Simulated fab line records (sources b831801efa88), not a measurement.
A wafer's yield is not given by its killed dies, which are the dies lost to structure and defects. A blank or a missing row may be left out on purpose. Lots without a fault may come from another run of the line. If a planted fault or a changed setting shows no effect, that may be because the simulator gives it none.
fab line records ; flow sky130
[record] lots = 7; wafers = 21; last_day = 50
route steps=708 shown METAL5@671 PASSIVATION@681 PAD_OPEN@708
lots with no fault: from the same line, run without faults
start_h: start of the lot's first displayed wafer, in hours after the record's first day ; wait_h: hours elapsed since this lot's preceding step ; " unchanged from the row above ; L1.1+2: a single row standing in for several wafers ; - value missing, or start not given ; * or withheld: withheld ; < > ~ a bound
route shown NAME@n: names a module that has steps shown in the file, with the first one's number in the route ; usual: the fault-free wafers' mean and standard deviation ; same: alike in all rows ; chamber/n: place in a boat ; sites: the reading at each site ; _std_site: how widely they spread, as a standard deviation ; _edge_site: the outer-site mean with the inner-site mean subtracted ; radius_mm: for every site, how far away it sits from the centre of the wafer ; mask NAME#n: copy n ; behind: the last tool/chamber to shape the wafer ; hold: reason for holding the lot/hours on hold/outcome of the hold ; device: which transistor (n, p or np) failed to switch ; end of line: the route-end tests of the same wafers ; a step given without rows: its recipe and nothing more ; killed: dies that structure and defects cost at the first sort, which is not the same as the wafer's yield ; map: the dies of a wafer, with x for killed, . for not killed, _ for no die there
set.NAME: the setting as run; set.NAME@STEP: as run at that earlier step ; model.NAME: the simulator's own value behind a step, which no gauge read
lots at some steps of the route; a table a step, a row a wafer
services: from which hour (start_h, from the record's first day; less than 0 if before it) a tool's chamber was out of use, for how many hours, and why
[[steps]]
[step SKY_METAL5_SOFTBAKE_10]
[recipe] temp_c = 90; time_s = 60; resist = NOVOLAK
[step SKY_METAL5_EXPOSE_11]
[recipe] mask_id = MM5; na = 0.6; source_shape = conventional; sigma_outer = 0.6; polarization = unpolarized; target_cd_nm = 1600; dose_mj = 190
[step SKY_METAL5_PEB_12]
[recipe] temp_c = withheld; time_s = *; resist = NOVOLAK
[step SKY_METAL5_DEVELOP_13]
[recipe] resist = NOVOLAK; developer = TMAH; develop_time_s = 60; dev_temp_c = 23
[step SKY_METAL5_DESCUM_14]
[recipe] chemistry = O2; source_power_w = 150; bias_power_w = 0; pressure_mtorr = 10; temp_c = 40; time_s = 11
[usual] drypump_motor_current_A = 5.3/0.39; oes_product_au = 0.998/0.0089
lot.wafer;tool;chamber;start_h;wait_h;drypump_motor_current_A;oes_product_au;rf_hours_counter_h
L795.1;rie_metal-01;0;1034.53;0.1;5.3;0.991;7
L795.4;rie_metal-01;1;1034.53;0.1;4.7;0.995;-
L795.5;rie_metal-01;0;1034.53;0.1;5.3;0.999;-
L799.2;rie_metal-01;0;1081.43;0.1;5.3;0.996;10
L799.4;rie_metal-01;1;1081.43;0.1;4.7;0.983;-
L799.5;rie_metal-01;1;1081.43;0.1;4.7;1.001;-
L809.3;rie_metal-01;0;1128.24;0.1;5.3;1.000;-
L809.4;rie_metal-01;1;1128.24;0.1;4.7;0.995;-
L809.5;rie_metal-01;1;1128.24;0.1;4.7;0.999;-
L810.2;rie_metal-01;1;1130.30;0.1;4.7;0.991;13
L810.4;rie_metal-01;1;1130.30;0.1;4.7;0.991;-
L810.6;rie_metal-01;0;1130.30;0.1;5.3;1.002;-
L811.2;rie_metal-01;1;1135.15;0.1;4.7;0.997;13
L811.4;rie_metal-01;1;1135.15;0.1;4.7;0.997;-
L811.5;rie_metal-01;0;1135.15;0.1;5.3;0.997;-
L815.2;rie_metal-02;1;1155.60;0.1;5.6;1.009;17
L815.3;rie_metal-02;1;1155.60;0.1;5.6;1.012;-
L815.5;rie_metal-02;0;1155.60;0.1;5.5;1.004;-
L816.4;rie_metal-01;1;1160.16;0.1;4.7;0.984;-
L816.5;rie_metal-01;0;1160.16;0.1;5.3;0.983;-
L816.6;rie_metal-01;1;1160.16;0.1;4.7;0.979;-
[step SKY_METAL5_METAL_ETCH_15]
[recipe] target_depth_a = 12600; stop_on = SiO2; over_etch_frac = 0.2; time_s = 252; chemistry = Cl2/BCl3; resist_sidewall_deg = 86; pressure_mtorr = 10; icp_w = 900; bias_w = 48.5; Cl2_flow_sccm = 60; bcl3_flow_sccm = 30
[usual] drypump_motor_current_A = 5.3/0.39; oes_product_au = 0.893/0.0051; throttle_valve_pct = 22.264/0.0081
lot.wafer;tool;chamber;start_h;wait_h;drypump_motor_current_A;oes_product_au;rf_hours_counter_h;throttle_valve_pct
L795.1;rie_metal-01;0;1034.57;0.0;5.3;0.893;7;22.252
L795.4;rie_metal-01;1;1034.57;0.0;4.7;0.889;-;22.262
L795.5;rie_metal-01;0;1034.57;0.0;5.3;0.890;-;22.265
L799.2;rie_metal-01;0;1081.47;0.0;5.3;0.900;10;22.259
L799.4;rie_metal-01;1;1081.47;0.0;4.7;0.896;-;22.271
L799.5;rie_metal-01;1;1081.47;0.0;4.7;0.895;-;22.260
L809.3;rie_metal-01;0;1128.34;0.1;5.3;0.897;-;22.255
L809.4;rie_metal-01;1;1128.34;0.1;4.7;0.889;-;22.269
L809.5;rie_metal-01;1;1128.34;0.1;4.7;0.895;-;22.259
L810.2;rie_metal-01;1;1130.33;0.0;4.7;0.890;13;22.260
L810.4;rie_metal-01;1;1130.33;0.0;4.7;0.897;-;22.264
L810.6;rie_metal-01;0;1130.33;0.0;5.3;0.899;-;22.250
L811.2;rie_metal-01;1;1135.18;0.0;4.7;0.895;13;22.275
L811.4;rie_metal-01;1;1135.18;0.0;4.7;0.897;-;22.263
L811.5;rie_metal-01;0;1135.18;0.0;5.3;0.892;-;22.255
L815.2;rie_metal-02;1;1155.63;0.0;5.6;0.899;17;22.262
L815.3;rie_metal-02;1;1155.63;0.0;5.6;0.889;-;22.276
L815.5;rie_metal-02;0;1155.63;0.0;5.5;0.896;-;22.268
L816.4;rie_metal-01;1;1160.26;0.1;4.7;0.892;-;22.261
L816.5;rie_metal-01;0;1160.26;0.1;5.3;0.894;-;22.248
L816.6;rie_metal-01;1;1160.26;0.1;4.7;0.897;-;22.267
[step SKY_METAL5_STRIP_16]
[recipe] chemistry = O2/N2; power_w = 1400; pressure_mtorr = 1500; platen_temp_c = withheld; o2_flow_sccm = 3000; n2_flow_sccm = 300; overash_fraction = 0.5
[usual] drypump_motor_current_A = 5.6/0.45; o2_flow_sccm = 2998/8.4; oes_product_au = 0.710/0.0043; strip_time_to_endpoint_s = 13.11/0.12
lot.wafer;tool;chamber;start_h;wait_h;drypump_motor_current_A;o2_flow_sccm;oes_product_au;rf_hours_counter_h;strip_time_to_endpoint_s
L795.1;plasma_asher-04;0;1034.80;0.2;5.7;2989;0.710;61;13.07
L795.4;plasma_asher-04;0;1034.80;0.2;5.7;2992;0.715;-;13.24
L795.5;plasma_asher-04;0;1034.80;0.2;5.7;2999;0.713;-;13.08
L799.2;plasma_asher-04;0;1081.70;0.2;5.7;2984;0.705;66;13.07
L799.4;plasma_asher-04;0;1081.70;0.2;5.7;2993;0.704;-;13.21
L799.5;plasma_asher-04;0;1081.70;0.2;5.7;2994;0.711;-;13.25
L809.3;plasma_asher-04;1;1128.53;0.1;5.2;2998;0.708;-;13.06
L809.4;plasma_asher-04;0;1128.53;0.1;5.7;3007;0.724;-;13.21
L809.5;plasma_asher-04;1;1128.53;0.1;5.2;2993;0.709;-;13.14
L810.2;plasma_asher-04;1;1130.57;0.2;5.2;2987;0.703;71;13.12
L810.4;plasma_asher-04;0;1130.57;0.2;5.7;3000;0.707;-;13.16
L810.6;plasma_asher-04;0;1130.57;0.2;5.7;3008;0.710;-;13.07
L811.2;plasma_asher-04;1;1135.42;0.2;5.2;2993;0.710;71;13.14
L811.4;plasma_asher-04;1;1135.42;0.2;5.2;2982;0.710;-;13.15
L811.5;plasma_asher-04;0;1135.42;0.2;5.7;3000;0.710;-;13.06
L815.2;plasma_asher-01;0;1155.87;0.2;6.1;2992;0.710;38;12.89
L815.3;plasma_asher-01;1;1155.87;0.2;4.9;3008;0.715;-;13.00
L815.5;plasma_asher-01;0;1155.87;0.2;6.0;2985;0.710;-;12.83
L816.4;plasma_asher-01;0;1160.45;0.1;6.0;2986;0.704;-;13.24
L816.5;plasma_asher-01;1;1160.45;0.1;5.0;2994;0.705;-;13.17
L816.6;plasma_asher-01;0;1160.45;0.1;6.0;2998;0.701;-;13.21
[step SKY_METAL5_STRIP_17]
[recipe] chemistry = post_etch_residue_remover; time_s = 1200; temp_c = 72.5
[step SKY_METAL5_CLEAN_18]
[recipe] chemistry = IPA; time_s = 180; temp_c = 25
[step SKY_METAL5_CLEAN_19]
[recipe] chemistry = O3/DIW; dry = n2_spin
[step SKY_PASSIVATION_CVD_00]
[recipe] material = SiO2; target_thk_nm = 90; temp_c = 400; time_s = withheld; rf_w = 600
[usual] heater_power_outer_w = 432/90; heater_power_w = 719/130
lot.wafer;tool;chamber;start_h;wait_h;heater_power_outer_w;heater_power_w
L795.1;pecvd-03;0;1035.39;0.0;527;757
L795.4;pecvd-03;1;1035.39;0.0;376;718
L795.5;pecvd-03;2;1035.39;0.0;380;707
L799.2;pecvd-01;1;1082.34;0.0;574;863
L799.4;pecvd-01;1;1082.34;0.0;573;870
L799.5;pecvd-01;0;1082.34;0.0;404;611
L809.3;pecvd-01;2;1129.45;0.0;497;888
L809.4;pecvd-01;0;1129.45;0.0;374;549
L809.5;pecvd-01;1;1129.45;0.0;533;816
L810.2;pecvd-04;0;1132.45;0.0;282;488
L810.4;pecvd-04;0;1132.45;0.0;296;499
L810.6;pecvd-04;1;1132.45;0.0;424;697
L811.2;pecvd-04;1;1136.05;0.0;371;649
L811.4;pecvd-04;0;1136.05;0.0;367;599
L811.5;pecvd-04;1;1136.05;0.0;375;652
L815.2;pecvd-03;0;1156.46;0.0;528;816
L815.3;pecvd-03;1;1156.46;0.0;326;661
L815.5;pecvd-03;2;1156.46;0.0;365;712
L816.4;pecvd-01;0;1161.02;0.0;394;582
L816.5;pecvd-01;1;1161.02;0.0;575;865
L816.6;pecvd-01;2;1161.02;0.0;569;1010
[step SKY_PASSIVATION_THK_MEAS_01]
[recipe] reads = SiO2_of_PASSIVATION_CVD_00
[usual] PASSIVATION_CVD_00_THK = 89.6/0.97
lot.wafer;tool;chamber;start_h;wait_h;PASSIVATION_CVD_00_THK[nm]
L795.1;film_metro-02;-;1035.41;-;88.1
L795.4;film_metro-02;-;1035.41;-;89.7
L795.5;film_metro-02;-;1035.41;-;89.7
L799.2;film_metro-01;-;1082.37;-;88.6
L799.4;film_metro-01;-;1082.37;-;90.7
L799.5;film_metro-01;-;1082.37;-;90.4
L809.3;film_metro-02;-;1129.49;-;89.2
L809.4;film_metro-02;-;1129.49;-;90.4
L809.5;film_metro-02;-;1129.49;-;90.7
L810.2;film_metro-04;-;1132.48;-;89.9
L810.4;film_metro-04;-;1132.48;-;91.1
L810.6;film_metro-04;-;1132.48;-;90.9
L811.2;film_metro-02;-;1136.08;-;89.4
L811.4;film_metro-02;-;1136.08;-;90.4
L811.5;film_metro-02;-;1136.08;-;89.7
L815.2;film_metro-01;-;1156.49;-;89.3
L815.3;film_metro-01;-;1156.49;-;89.0
L815.5;film_metro-01;-;1156.49;-;91.0
L816.4;film_metro-01;-;1161.06;-;89.7
L816.5;film_metro-01;-;1161.06;-;90.6
L816.6;film_metro-01;-;1161.06;-;90.2
[step SKY_PASSIVATION_CVD_02]
[recipe] material = Si3N4; target_thk_nm = 540; temp_c = 400; time_s = withheld; rf_w = 432.1
[usual] heater_power_outer_w = 458/83; heater_power_w = 748/140
lot.wafer;tool;chamber;start_h;wait_h;heater_power_outer_w;heater_power_w
L795.1;pecvd-04;1;1035.47;0.1;469;774
L795.4;pecvd-04;1;1035.47;0.1;358;618
L795.5;pecvd-04;2;1035.47;0.1;466;746
L799.2;pecvd-04;0;1082.42;0.0;338;569
L799.4;pecvd-04;1;1082.42;0.0;362;646
L799.5;pecvd-04;2;1082.42;0.0;403;638
L809.3;pecvd-04;1;1129.53;0.0;-;-
L809.4;pecvd-04;1;1129.53;0.0;-;-
L809.5;pecvd-04;2;1129.53;0.0;-;-
L810.2;pecvd-03;1;1132.53;0.0;-;-
L810.4;pecvd-03;2;1132.53;0.0;-;-
L810.6;pecvd-03;1;1132.53;0.0;-;-
L811.2;pecvd-03;0;1136.13;0.0;-;-
L811.4;pecvd-03;0;1136.13;0.0;-;-
L811.5;pecvd-03;1;1136.13;0.0;-;-
L815.2;pecvd-04;2;1156.54;0.0;426;675
L815.3;pecvd-04;0;1156.54;0.0;378;605
L815.5;pecvd-04;0;1156.54;0.0;408;656
L816.4;pecvd-03;1;1161.21;0.1;440;821
L816.5;pecvd-03;2;1161.21;0.1;402;726
L816.6;pecvd-03;0;1161.21;0.1;558;812
[step SKY_PAD_OPEN_PROBE_99]
[usual] defect_limited_yield = 82.4/1.9; killed_at_M0_to_M3 = 44/7.2; killed_at_M4_up = 3.2/1.8; killed_at_contacts = 24/5.4; killed_at_front_end = 15/4; killed_at_other = 0.3/0.56; killed_dies = 87/9.2; killed_open = 47/7.3; killed_short = 39/5.7; sort_bin_3_pad_short = 0.9/0.45; sort_bin_5_function = 10.6/1.5; sort_bin_6_memory = 6.2/1.1; sort_n_pass = 405/9.2; sort_yield_pct = 82.4/1.9
[same] gross_dies = 492; killed_at_back_side = 0; sort_bin_4_leakage[%] = 0; sort_bin_8_speed[%] = 0
lot.wafer;tool;chamber;start_h;wait_h;defect_limited_yield[%];killed_at_M0_to_M3;killed_at_M4_up;killed_at_contacts;killed_at_front_end;killed_at_other;killed_dies;killed_open;killed_short;sort_bin_3_pad_short[%];sort_bin_5_function[%];sort_bin_6_memory[%];sort_n_pass;sort_yield_pct[%]
L799.2;prober-02;-;1125.93;0.1;84.3;38;2;24;12;1;77;46;31;0.6;10.4;4.7;415;84.3
L799.4;prober-02;-;1126.03;0.2;83.9;36;4;22;16;1;79;43;36;0.8;8.9;6.3;413;83.9
L799.5;prober-02;-;1126.08;0.2;79.9;53;3;21;21;1;99;53;46;0.4;12.4;7.3;393;79.9
// killed by level:class
L799.2 VIA1:geometric_particle:open=13 CONTACT:geometric_particle:open=11 VIA1:geometric_particle:short=7 LI_CONTACT:geometric_particle:open=5 FIELD_ISO:geometric_particle:open=4 VIA3:geometric_particle:open=4 METAL1:geometric_particle:short=4 LOCAL_INTERCONNECT:geometric_particle:short=4
L799.4 VIA3:geometric_particle:open=11 VIA1:geometric_particle:open=9 LOCAL_INTERCONNECT:geometric_particle:short=6 CONTACT:geometric_particle:open=5 METAL1:geometric_particle:short=5 FIELD_ISO:geometric_particle:open=4 CONTACT:geometric_particle:short=4 METAL4:geometric_particle:short=4
L799.5 VIA1:geometric_particle:open=11 VIA3:geometric_particle:open=10 LI_CONTACT:geometric_particle:open=8 FIELD_ISO:geometric_particle:open=7 VIA2:geometric_particle:open=7 CONTACT:geometric_particle:short=6 VIA3:geometric_particle:short=6 VIA2:geometric_particle:short=5
[[services]]
tool;chamber;start_h;hours;kind
pecvd-01;0;1024.66;5.5;scheduled_down
pecvd-01;-;1028.81;14.6;pm
pecvd-01;2;1046.32;17.2;repair
pecvd-01;1;1048.81;5.5;scheduled_down
pecvd-01;-;1054.62;0.6;repair
pecvd-01;-;1064.79;1.9;repair
pecvd-03;2;1065.17;5.5;scheduled_down
pecvd-01;2;1072.88;5.5;scheduled_down
plasma_asher-01;-;1104.12;0.4;repair
plasma_asher-01;-;1140.73;7.5;repair
pecvd-03;-;1144.12;2.8;pm
[[key]]
[first_sign] step = SKY_PASSIVATION_CVD_02; reading = tool_record; direction = missing
effect none on later readings
met_at SKY_PASSIVATION_CVD_02
struck_wafers L809.3,L809.4,L809.5,L810.2,L810.4,L810.6,L811.2,L811.4,L811.5
scrapped_behind SKY_PASSIVATION_THK_MEAS_03 L809.3,L809.4,L809.5,L810.2,L810.4,L810.6,L811.2,L811.4,L811.5
onset_between 1082.42 1129.53
[fault] kind = skipped_step_whole; tool = pecvd-03,pecvd-04; chamber = -; onset_h = 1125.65; steps = SKY_PASSIVATION_CVD_02; scope = struck_lots_only
